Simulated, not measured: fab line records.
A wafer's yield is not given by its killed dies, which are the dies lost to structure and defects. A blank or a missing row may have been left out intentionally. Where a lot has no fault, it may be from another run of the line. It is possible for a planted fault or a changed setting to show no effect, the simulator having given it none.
fab line records | flow sky130
record: lots: 13 | wafers: 39 | last-day: 50
route steps=708 shown VT_ADJUST_NCORE@128 VIA1@460 METAL2@485
lots untouched by any fault: they come from a run of this same line in which no faults occurred
start-h: hours from the record's first day to the start of the lot's first wafer shown | wait-h: hours elapsed since this lot's preceding step | " same as the row above | L1.1+2: one row covering several wafers at once | - no value, or no start given | * or withheld: withheld | < > ~ a bound
route shown NAME@n: NAME is a module with steps in the file, n the number in the route of the first one | usual: mean/standard deviation taken from wafers without a fault | same: alike in all rows | chamber/n: place in a boat | sites: per-site readings | _std_site: standard deviation of those values | _edge_site: outer sites' mean less inner sites' | radius-mm: for every site, how far away it sits from the centre of the wafer | mask NAME#n: copy n | behind: the tool/chamber that last shaped the wafer | hold: cause of the lot's hold/its duration in hours/its outcome | device: which transistor (n, p or np) failed to switch | end of line: the same wafers' tests at the end of the route | a step without rows: its recipe alone | killed: dies lost to structure and defects at the first sort, not the wafer's yield | map: dies across one wafer; x = killed, . = not, _ = none there
set.NAME: the setting as run; set.NAME@STEP: as run at that earlier step | model.NAME: the simulator's own value behind a step, which no gauge read
the route's steps for a sample of lots (tables are steps, rows are wafers)
services: when a tool's chamber went out of use (start-h, in hours from the record's first day, below 0 if earlier), for how many hours, and the reason
== steps ==
step: SKY_VT_ADJUST_NCORE_IMPLANT_09
recipe: species: B | energy-kev: 10 | dose-cm2: 2.4e+12 | tilt-deg: withheld
usual: dose-ions-cm2: 2.3998e+12/2.4e+09 | faraday-current-uA: 13.51/0.26
same: implant-ion-amu: 11
lot.wafer | tool         | chamber | start-h | wait-h | dose-ions-cm2 | faraday-current-uA
L826.2    | implanter-03 | 0       | 186.47  | 0.0    | 2.3984e+12    | 13.50
L826.3    | "            | 0       | "       | "      | 2.4015e+12    | 13.27
L826.5    | "            | 0       | "       | "      | 2.3986e+12    | 13.29
L827.1    | implanter-02 | 0       | 190.80  | 0.0    | 2.4015e+12    | 13.33
L827.5    | "            | 0       | "       | "      | 2.4013e+12    | 13.50
L827.6    | "            | 0       | "       | "      | 2.4001e+12    | 13.50
L828.1    | implanter-03 | 0       | 198.65  | 0.0    | 2.4019e+12    | 13.51
L828.2    | "            | 0       | "       | "      | 2.4006e+12    | 13.61
L828.5    | "            | 0       | "       | "      | 2.3981e+12    | 13.70
L832.2    | implanter-03 | 0       | 231.52  | 0.0    | 2.397e+12     | 13.73
L832.3    | "            | 0       | "       | "      | 2.3971e+12    | 13.43
L832.6    | "            | 0       | "       | "      | 2.4006e+12    | 12.89
L833.1    | implanter-02 | 0       | 238.60  | 0.0    | 7.918e+11     | 4.45
L833.5    | "            | 0       | "       | "      | 7.904e+11     | 4.51
L833.6    | "            | 0       | "       | "      | 7.877e+11     | 4.45
L835.4    | implanter-02 | 0       | 250.82  | 0.1    | 7.882e+11     | 4.41
L835.5    | "            | 0       | "       | "      | 7.899e+11     | 4.54
L835.6    | "            | 0       | "       | "      | 7.885e+11     | 4.48
L839.2    | implanter-03 | 0       | 294.92  | 0.0    | 2.4035e+12    | 13.76
L839.5    | "            | 0       | "       | "      | 2.3971e+12    | 13.78
L839.6    | "            | 0       | "       | "      | 2.4004e+12    | 13.53
L840.1    | implanter-01 | 0       | 300.70  | 0.0    | 2.3998e+12    | 13.79
L840.3    | "            | 0       | "       | "      | 2.4015e+12    | 13.35
L840.5    | "            | 0       | "       | "      | 2.4013e+12    | 12.93
L841.1    | implanter-03 | 0       | 302.20  | 0.0    | 2.4011e+12    | 13.55
L841.2    | "            | 0       | "       | "      | 2.4008e+12    | 13.14
L841.4    | "            | 0       | "       | "      | 2.4008e+12    | 13.21
L844.1    | implanter-02 | 0       | 324.35  | 0.0    | 2.4026e+12    | 13.49
L844.2    | "            | 0       | "       | "      | 2.3986e+12    | 13.19
L844.3    | "            | 0       | "       | "      | 2.4e+12       | 13.45
L846.2    | implanter-02 | 0       | 331.13  | 0.0    | 2.3943e+12    | 13.29
L846.4    | "            | 0       | "       | "      | 2.4018e+12    | 13.23
L846.6    | "            | 0       | "       | "      | 2.3985e+12    | 13.78
L847.1    | implanter-03 | 0       | 339.90  | 0.0    | 2.4003e+12    | 13.03
L847.4    | "            | 0       | "       | "      | 2.4027e+12    | 13.45
L847.6    | "            | 0       | "       | "      | 2.3997e+12    | 13.22
L848.3    | implanter-01 | 0       | 346.85  | 0.1    | 2.3998e+12    | 13.86
L848.5    | "            | 0       | "       | "      | 2.3979e+12    | 13.45
L848.6    | "            | 0       | "       | "      | 2.3967e+12    | 13.46
step: SKY_VT_ADJUST_NCORE_TW_MEAS_11
usual: VT_ADJUST_NCORE_TW: 218.1/1.4
lot.wafer | tool          | chamber | start-h | wait-h | VT_ADJUST_NCORE_TW
L826.2    | film-metro-03 | -       | 186.71  | 0.1    | 218.7
L826.3    | "             | -       | "       | "      | 218.2
L826.5    | "             | -       | "       | "      | 219.4
L827.1    | film-metro-02 | -       | 191.05  | 0.1    | 217.9
L827.5    | "             | -       | "       | "      | 218.7
L827.6    | "             | -       | "       | "      | 218.7
L828.1    | film-metro-03 | -       | 198.90  | 0.1    | 217.6
L828.2    | "             | -       | "       | "      | 217.3
L828.5    | "             | -       | "       | "      | 217.4
L832.2    | film-metro-02 | -       | 231.76  | 0.1    | 218.2
L832.3    | "             | -       | "       | "      | 219.3
L832.6    | "             | -       | "       | "      | 218.4
L833.1    | film-metro-02 | -       | 238.85  | 0.1    | 160.6
L833.5    | "             | -       | "       | "      | 159.8
L833.6    | "             | -       | "       | "      | 159.9
L835.4    | film-metro-03 | -       | 251.03  | 0.1    | 160.8
L835.5    | "             | -       | "       | "      | 161.4
L835.6    | "             | -       | "       | "      | 161.9
L839.2    | film-metro-03 | -       | 295.16  | 0.1    | 218.9
L839.5    | "             | -       | "       | "      | 219.3
L839.6    | "             | -       | "       | "      | 218.8
L840.1    | film-metro-01 | -       | 300.95  | 0.1    | 214.9
L840.3    | "             | -       | "       | "      | 216.3
L840.5    | "             | -       | "       | "      | 215.2
L841.1    | film-metro-02 | -       | 302.45  | 0.1    | 219.6
L841.2    | "             | -       | "       | "      | 218.4
L841.4    | "             | -       | "       | "      | 218.9
L844.1    | film-metro-02 | -       | 324.60  | 0.1    | 219.8
L844.2    | "             | -       | "       | "      | 219.1
L844.3    | "             | -       | "       | "      | 219.7
L846.2    | film-metro-02 | -       | 331.36  | 0.1    | 220.5
L846.4    | "             | -       | "       | "      | 219.7
L846.6    | "             | -       | "       | "      | 218.9
L847.1    | film-metro-03 | -       | 340.15  | 0.1    | 215.0
L847.4    | "             | -       | "       | "      | 217.2
L847.6    | "             | -       | "       | "      | 216.2
L848.3    | film-metro-03 | -       | 347.07  | 0.1    | 215.9
L848.5    | "             | -       | "       | "      | 215.7
L848.6    | "             | -       | "       | "      | 216.7
step: SKY_VIA1_CMP_02
recipe: material: SiO2 | down-force-psi: 4 | platen-rpm: 60 | pad-velocity-m-s: 0.94248
usual: motor-current-A: 12.8/0.91
lot.wafer | tool   | chamber | start-h | wait-h | motor-current-A
L826.3    | cmp-01 | 1       | 769.04  | 0.0    | 12.5
L826.2    | "      | 2       | "       | "      | 11.5
L826.5    | "      | 1       | "       | "      | 12.6
L827.1    | cmp-01 | 0       | 777.56  | 0.2    | 12.4
L827.6    | "      | 1       | "       | "      | 12.6
L827.5    | "      | 2       | "       | "      | 12.2
L828.2    | cmp-01 | 1       | 783.51  | 0.1    | 12.9
L828.1    | "      | 3       | "       | "      | 14.6
L828.5    | "      | 1       | "       | "      | 12.3
L832.3    | cmp-01 | 3       | 823.50  | 0.0    | 14.0
L832.2    | "      | 1       | "       | "      | 12.4
L832.6    | "      | 3       | "       | "      | 14.1
L833.1    | cmp-02 | 0       | 829.75  | 0.1    | 12.0
L833.5    | "      | 2       | "       | "      | 13.0
L833.6    | "      | 3       | "       | "      | 12.1
L835.4    | cmp-01 | 1       | 844.98  | 0.2    | 13.2
L835.6    | "      | 2       | "       | "      | 12.1
L835.5    | "      | 3       | "       | "      | 14.2
L839.2    | cmp-01 | 2       | 891.98  | 0.2    | 11.7
L839.5    | "      | 3       | "       | "      | 14.7
L839.6    | "      | 0       | "       | "      | 12.5
L840.1    | cmp-02 | 1       | 893.79  | 0.1    | 14.3
L840.3    | "      | 0       | "       | "      | 12.2
L840.5    | "      | 2       | "       | "      | 13.0
L841.1    | cmp-02 | 1       | 902.28  | 0.1    | 13.0
L841.4    | "      | 2       | "       | "      | 12.0
L841.2    | "      | 3       | "       | "      | 12.1
L844.1    | cmp-02 | 3       | 915.04  | 0.1    | 11.7
L844.2    | "      | 0       | "       | "      | 12.3
L844.3    | "      | 2       | "       | "      | 13.5
L846.4    | cmp-01 | 0       | 920.05  | 0.1    | 12.8
L846.2    | "      | 2       | "       | "      | 11.7
L846.6    | "      | 3       | "       | "      | 14.1
L847.1    | cmp-01 | 0       | 931.52  | 0.1    | 12.5
L847.4    | "      | 2       | "       | "      | 12.2
L847.6    | "      | 0       | "       | "      | 12.4
L848.3    | cmp-01 | 3       | 938.02  | 0.1    | 14.5
L848.5    | "      | 2       | "       | "      | 11.9
L848.6    | "      | 3       | "       | "      | 14.3
step: SKY_METAL2_SPUTTER_02
recipe: material: AlCu | target-thk-nm: 250 | power-w: 10600 | time-s: 13.3 | chamber-pressure-pa: 0.4
usual: throttle-valve-pct: 29.4/1.2
lot.wafer | tool           | chamber | start-h | wait-h | throttle-valve-pct
L826.2    | pvd-sputter-02 | -       | 798.66  | 0.0    | 29.4
L826.3    | "              | -       | "       | "      | 29.0
L826.5    | "              | -       | "       | "      | 32.0
L827.1    | pvd-sputter-01 | -       | 805.46  | 0.0    | 29.5
L827.5    | "              | -       | "       | "      | 30.0
L827.6    | "              | -       | "       | "      | 28.2
L828.1    | pvd-sputter-04 | -       | 812.23  | 0.0    | 29.7
L828.2    | "              | -       | "       | "      | 30.9
L828.5    | "              | -       | "       | "      | 31.2
L832.2    | pvd-sputter-01 | -       | 851.74  | 0.0    | 28.4
L832.3    | "              | -       | "       | "      | 29.8
L832.6    | "              | -       | "       | "      | 29.6
L833.1    | pvd-sputter-01 | -       | 856.95  | 0.0    | 29.7
L833.5    | "              | -       | "       | "      | 29.6
L833.6    | "              | -       | "       | "      | 28.0
L835.4    | pvd-sputter-04 | -       | 872.64  | 0.0    | 27.8
L835.5    | "              | -       | "       | "      | 28.9
L835.6    | "              | -       | "       | "      | 29.5
L839.2    | pvd-sputter-01 | -       | 918.54  | 0.0    | 28.0
L839.5    | "              | -       | "       | "      | 28.2
L839.6    | "              | -       | "       | "      | 27.8
L840.1    | pvd-sputter-02 | -       | 921.11  | 0.0    | 32.1
L840.3    | "              | -       | "       | "      | 28.5
L840.5    | "              | -       | "       | "      | 28.8
L841.1    | pvd-sputter-01 | -       | 929.11  | 0.0    | 29.6
L841.2    | "              | -       | "       | "      | 28.3
L841.4    | "              | -       | "       | "      | 27.8
L844.1    | pvd-sputter-02 | -       | 941.24  | 0.0    | 29.2
L844.2    | "              | -       | "       | "      | 32.0
L844.3    | "              | -       | "       | "      | 29.2
L846.2    | pvd-sputter-02 | -       | 946.51  | 0.0    | 32.1
L846.4    | "              | -       | "       | "      | 29.3
L846.6    | "              | -       | "       | "      | 29.4
L847.1    | pvd-sputter-04 | -       | 958.79  | 0.0    | 29.0
L847.4    | "              | -       | "       | "      | 31.0
L847.6    | "              | -       | "       | "      | 27.5
L848.3    | pvd-sputter-01 | -       | 965.49  | 0.0    | 29.6
L848.5    | "              | -       | "       | "      | 29.4
L848.6    | "              | -       | "       | "      | 28.0
step: SKY_METAL2_RS_MEAS_05
recipe: thk-meas-gauge: four-point-probe | reads: TiN_of_METAL2_SPUTTER_04+Ti_of_METAL2_SPUTTER_03+AlCu_of_METAL2_SPUTTER_02+TiN_of_METAL2_SPUTTER_01+Ti_of_METAL2_SPUTTER_00
usual: METAL2_ALCU_RS: 0.1265/0.0015
lot.wafer | tool          | chamber | start-h | wait-h | METAL2_ALCU_RS[ohm/sq]
L826.2    | film-metro-04 | -       | 798.77  | 0.0    | 0.1281
L826.3    | "             | -       | "       | "      | 0.1267
L826.5    | "             | -       | "       | "      | 0.1274
L827.1    | film-metro-03 | -       | 805.55  | 0.0    | 0.1268
L827.5    | "             | -       | "       | "      | 0.1276
L827.6    | "             | -       | "       | "      | 0.1248
L828.1    | film-metro-03 | -       | 812.33  | 0.0    | 0.1246
L828.2    | "             | -       | "       | "      | 0.1244
L828.5    | "             | -       | "       | "      | 0.1259
L832.2    | film-metro-04 | -       | 851.85  | 0.0    | 0.1252
L832.3    | "             | -       | "       | "      | 0.1287
L832.6    | "             | -       | "       | "      | 0.1279
L833.1    | film-metro-02 | -       | 857.04  | 0.0    | 0.1281
L833.5    | "             | -       | "       | "      | 0.1284
L833.6    | "             | -       | "       | "      | 0.1250
L835.4    | film-metro-04 | -       | 872.79  | 0.1    | 0.1253
L835.5    | "             | -       | "       | "      | 0.1247
L835.6    | "             | -       | "       | "      | 0.1256
L839.2    | film-metro-02 | -       | 918.65  | 0.0    | 0.1239
L839.5    | "             | -       | "       | "      | 0.1263
L839.6    | "             | -       | "       | "      | 0.1239
L840.1    | film-metro-03 | -       | 921.20  | 0.0    | 0.1271
L840.3    | "             | -       | "       | "      | 0.1275
L840.5    | "             | -       | "       | "      | 0.1268
L841.1    | film-metro-04 | -       | 929.20  | 0.0    | 0.1261
L841.2    | "             | -       | "       | "      | 0.1268
L841.4    | "             | -       | "       | "      | 0.1246
L844.1    | film-metro-02 | -       | 941.34  | 0.0    | 0.1248
L844.2    | "             | -       | "       | "      | 0.1236
L844.3    | "             | -       | "       | "      | 0.1257
L846.2    | film-metro-03 | -       | 946.62  | 0.0    | 0.1278
L846.4    | "             | -       | "       | "      | 0.1289
L846.6    | "             | -       | "       | "      | 0.1260
L847.1    | film-metro-03 | -       | 958.88  | 0.0    | 0.1276
L847.4    | "             | -       | "       | "      | 0.1272
L847.6    | "             | -       | "       | "      | 0.1271
L848.3    | film-metro-02 | -       | 965.63  | 0.1    | 0.1250
L848.5    | "             | -       | "       | "      | 0.1257
L848.6    | "             | -       | "       | "      | 0.1239
== services ==
tool           | chamber | start-h | hours | kind
cmp-01         | -       | 171.91  | 7.1   | repair
cmp-01         | -       | 207.20  | 6.0   | pm
cmp-01         | -       | 232.00  | 4.0   | pm
cmp-01         | -       | 237.25  | 1.0   | repair
implanter-03   | -       | 254.54  | 4.0   | pm
cmp-01         | -       | 260.68  | 0.9   | repair
pvd-sputter-01 | -       | 306.19  | 5.0   | repair
cmp-01         | -       | 307.97  | 5.1   | repair
implanter-03   | -       | 350.38  | 4.5   | repair
cmp-01         | -       | 355.70  | 19.0  | pm
cmp-01         | -       | 380.96  | 2.8   | repair
implanter-03   | -       | 424.93  | 2.9   | pm
implanter-03   | -       | 444.35  | 1.0   | repair
implanter-03   | -       | 458.56  | 2.6   | repair
cmp-01         | -       | 505.32  | 5.2   | pm
implanter-03   | -       | 507.63  | 20.6  | repair
cmp-01         | -       | 572.00  | 4.0   | pm
pvd-sputter-01 | -       | 599.23  | 0.8   | repair
cmp-01         | -       | 637.75  | 1.5   | repair
cmp-01         | -       | 642.35  | 0.5   | repair
cmp-01         | -       | 863.16  | 3.6   | pm
cmp-01         | -       | 879.30  | 8.8   | pm
cmp-01         | -       | 912.00  | 4.0   | pm
cmp-01         | -       | 925.33  | 0.3   | repair
== key ==
first-sign: step: SKY_VT_ADJUST_NCORE_IMPLANT_09 | reading: dose-ions-cm2 | direction: down | sigmas: 99+ | usual: * | struck: *
effect: step: SKY_VT_ADJUST_NCORE_IMPLANT_09 | reading: faraday-current-uA | direction: down | sigmas: 34 | usual: 13.51 | struck: 4.47
effect: step: SKY_VT_ADJUST_NCORE_TW_MEAS_11 | reading: VT_ADJUST_NCORE_TW | direction: down | sigmas: 41 | usual: 218.1 | struck: 160.7
met-at SKY_VT_ADJUST_NCORE_IMPLANT_09
struck-lots L833,L835
tester-left-out L833,L835
not-acting-at SKY_VIA1_CMP_02,SKY_METAL2_SPUTTER_02,SKY_METAL2_RS_MEAS_05
onset-between 190.80 238.60
fault: kind: process-parameter-drift | tool: implanter-02 | chamber: - | onset-h: 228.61 | steps: SKY_VT_ADJUST_NCORE_IMPLANT_09 | channel: dose-cm2 | offset: * | shape: step | end-h: 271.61 | acts-in: * | stated: *
tester-left-out: of these lots the tester's yield and bins aren't shown, on N5 and GAA mostly nor the transistor test; their killed dies are dies lost to structure and defects alone, not to doping, threshold or leakage, so they don't give the yield
